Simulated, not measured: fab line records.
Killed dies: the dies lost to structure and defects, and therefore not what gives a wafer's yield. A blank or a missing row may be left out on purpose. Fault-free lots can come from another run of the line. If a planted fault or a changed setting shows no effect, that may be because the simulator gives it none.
Which of the tools did it? || flow gf180mcu || 36 wafers from 12 lots sampled at 3 of the route's 602 steps

WHAT THE GAUGES SHOWED, per wafer
GF_M4_CD_MEAS_14: target cd 280 nm.
{"lot": "L075", "measured": "day 24 15:20", "on": "cd_sem-01", "cd_nm (nm)": "281.0 280.8 281.1"}
{"lot": "L076", "measured": "day 25 09:58", "on": "cd_sem-01", "cd_nm (nm)": "279.1 280.0 279.6"}
{"lot": "L079", "measured": "day 25 20:00", "on": "cd_sem-01", "cd_nm (nm)": "280.9 281.2 281.6"}
{"lot": "L082", "measured": "day 27 04:28", "on": "cd_sem-01", "cd_nm (nm)": "281.5 280.4 281.5"}
{"lot": "L084", "measured": "day 27 09:19", "on": "cd_sem-01", "cd_nm (nm)": "281.0 281.1 280.5"}
{"lot": "L085", "measured": "day 27 13:48", "on": "cd_sem-01", "cd_nm (nm)": "279.3 278.9 278.1"}
{"lot": "L087", "measured": "day 28 08:40", "on": "cd_sem-02", "cd_nm (nm)": "279.9 280.4 279.0"}
{"lot": "L089", "measured": "day 28 22:12", "on": "cd_sem-02", "cd_nm (nm)": "280.3 280.3 280.6"}
{"lot": "L091", "measured": "day 29 09:00", "on": "cd_sem-01", "cd_nm (nm)": "278.9 279.4 278.8"}
{"lot": "L093", "measured": "day 30 03:43", "on": "cd_sem-02", "cd_nm (nm)": "278.9 279.7 280.0"}
{"lot": "L095", "measured": "day 30 15:23", "on": "cd_sem-01", "cd_nm (nm)": "281.9 280.9 281.1"}
{"lot": "L097", "measured": "day 31 02:22", "on": "cd_sem-02", "cd_nm (nm)": "280.3 280.4 280.8"}

WHAT TOOL EACH LOT RAN ON (gives the tool, then ch and the chambers of the sampled wafers, and finally the start)
{"lot": "L075", "GF_V2_STRIP_18": "plasma_asher-02 ch 0,1, day 21 13:04", "GF_M4_SPUTTER_02": "pvd_sputter-03, day 23 16:54"}
{"lot": "L076", "GF_V2_STRIP_18": "plasma_asher-02 ch 0,1, day 22 08:14", "GF_M4_SPUTTER_02": "pvd_sputter-04, day 24 11:48"}
{"lot": "L079", "GF_V2_STRIP_18": "plasma_asher-02 ch 0,1, day 22 19:07", "GF_M4_SPUTTER_02": "pvd_sputter-03, day 24 21:35"}
{"lot": "L082", "GF_V2_STRIP_18": "plasma_asher-04 ch 0,1, day 24 06:14", "GF_M4_SPUTTER_02": "pvd_sputter-02, day 26 07:10"}
{"lot": "L084", "GF_V2_STRIP_18": "plasma_asher-03 ch 0,1, day 24 10:53", "GF_M4_SPUTTER_02": "pvd_sputter-03, day 26 11:56"}
{"lot": "L085", "GF_V2_STRIP_18": "plasma_asher-04 ch 0, day 24 16:35", "GF_M4_SPUTTER_02": "pvd_sputter-02, day 26 16:20"}
{"lot": "L087", "GF_V2_STRIP_18": "plasma_asher-04 ch 0,1, day 25 11:08", "GF_M4_SPUTTER_02": "pvd_sputter-03, day 27 11:59"}
{"lot": "L089", "GF_V2_STRIP_18": "plasma_asher-02 ch 0,1, day 26 04:01", "GF_M4_SPUTTER_02": "pvd_sputter-02, day 28 02:09"}
{"lot": "L091", "GF_V2_STRIP_18": "plasma_asher-04 ch 0,1, day 26 13:53", "GF_M4_SPUTTER_02": "pvd_sputter-03, day 28 12:44"}
{"lot": "L093", "GF_V2_STRIP_18": "plasma_asher-02 ch 0,1, day 27 11:16", "GF_M4_SPUTTER_02": "pvd_sputter-04, day 29 07:50"}
{"lot": "L095", "GF_V2_STRIP_18": "plasma_asher-03 ch 0,1, day 28 02:37", "GF_M4_SPUTTER_02": "pvd_sputter-03, day 29 20:57"}
{"lot": "L097", "GF_V2_STRIP_18": "plasma_asher-04 ch 0,1, day 28 12:29", "GF_M4_SPUTTER_02": "pvd_sputter-04, day 30 07:38"}
- GF_V2_STRIP_18: strips in O2/N2.
- GF_M4_SPUTTER_02: material AlCu, target thk 450 nm, time 23.9 s.

THE ANSWER, worked out from the rows above alone
Rule: the usual values come from the lots themselves. The widest of any qualifying gaps counts: lots, ordered by their means at a reading, are off when they make up no more than a third of the lots, leave a main group of 4 or more, and stand apart from it by 3 or more times the standard deviation of that group's means. A main group whose means are all the same, to the digits that the tables above print for the reading, isn't used. A lot without any number at a reading at which 4 lots or more have one is off too. All remaining lots with rows at the step are treated as sound.
Nothing can be told from this: no lot is off at any reading shown.

WHAT WAS PUT IN BY THE SIMULATOR
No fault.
